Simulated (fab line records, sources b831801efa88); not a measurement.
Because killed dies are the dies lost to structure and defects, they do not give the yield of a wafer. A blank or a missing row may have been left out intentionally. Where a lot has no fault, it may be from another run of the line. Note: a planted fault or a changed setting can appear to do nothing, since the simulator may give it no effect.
Problem report, 8D (eight disciplines) form, completed by code    flow gf180mcu    the parts of the form that need people (team, actions taken, sign-off) are left out

== 1. WHAT IS WRONG ==
Mean of spike_tc_upper_C at GF_DUAL_GATE_OXIDATION_15: 813.7 C across 6 wafers in 2 lots; on wafers with no fault it is 849.3 C (standard deviation 1.5). That is -24 standard deviations from the usual mean.
The step: stabilise 600 s, purge 300 s, target thk 7.098 nm.
First seen on wafer L555.3, day 13 23:34, on furnace-01. At this step, 18 wafers from 6 lots have a number in the record. Rule for "out" (also "out of limits"): further than 4 standard deviations from the usual mean. Any other wafer with a number is counted as sound.

== 2. WHAT IT IS; WHAT IT IS NOT ==
question                     is                                    is not
which readings at this step  spike_tc_upper_C, zone_power_top_pct  spike_tc_bottom_C, zone_power_lower_pct
which lots                   L555, L556                            L536, L537, L557, L559
which wafers of those lots   all that have a number                -
read on which tools          furnace-01                            furnace-02
when                         from day 13 23:34                     up to then (6 sound wafers); but 6 sound wafers of L557, L559 came after

== 3. WHAT RULES OUT EACH SUSPECT ==
Counting: a tool at a process step up to the reading stays a suspect if it ran every lot that is out and no sound lot after the first of them.
- plasma_asher-01 at GF_DUAL_GATE_STRIP_13 (strips in O2/N2): ruled out as a lasting fault. After its first lot that is out, L555 (day 13 22:37), sound lots L559 ran on it.
- furnace-01 at GF_DUAL_GATE_OXIDATION_15 (stabilise 600 s, purge 300 s, target thk 7.098 nm): kept. All lots that are out passed through it, beginning with L555 at day 13 23:34, and no sound lot followed; its final sound lot before that point was L537 at day 8 14:38. On those wafers its own readings are out: spike_tc_upper_C, zone_power_top_pct.
The count leaves furnace-01 at GF_DUAL_GATE_OXIDATION_15.

== 4. THE CAUSE (what the simulator had put in) ==
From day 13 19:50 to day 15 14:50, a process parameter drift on furnace-01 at GF_DUAL_GATE_OXIDATION_15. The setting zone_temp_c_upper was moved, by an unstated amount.
This tool alone remained once counting was done.

== 5. THE EFFECT CHAIN, in route order ==
Rows list readings where the struck wafers' mean (over those with a number) sits beyond 3 standard deviations from the usual. Only readings whose record carries a usual standard deviation are examined. hours: median over the lots of the time between each lot's start at the first step of this table that gives one and its start at this step. sigmas: the change, counted in usual standard deviations.
hours  step                       reading               usual    on struck wafers  change  sigmas
0      GF_DUAL_GATE_OXIDATION_15  spike_tc_centre_C     850.5 C  854.5             +4.0    +3.7
0      GF_DUAL_GATE_OXIDATION_15  spike_tc_upper_C      849.3 C  813.7             -35.6   -24
0      GF_DUAL_GATE_OXIDATION_15  zone_power_top_pct    35.9 %   44.9              +9.0    +16
0      GF_DUAL_GATE_OXIDATION_15  zone_power_upper_pct  16 %     3                 -13     -3.8
Process steps it contains:
- GF_DUAL_GATE_OXIDATION_15: stabilise 600 s, purge 300 s, target thk 7.098 nm.

== 6. HOW IT WOULD HAVE BEEN CAUGHT EARLIER ==
First out-of-limits reading in this record: day 13 23:34, which is 4 hours after fault onset at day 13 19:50.
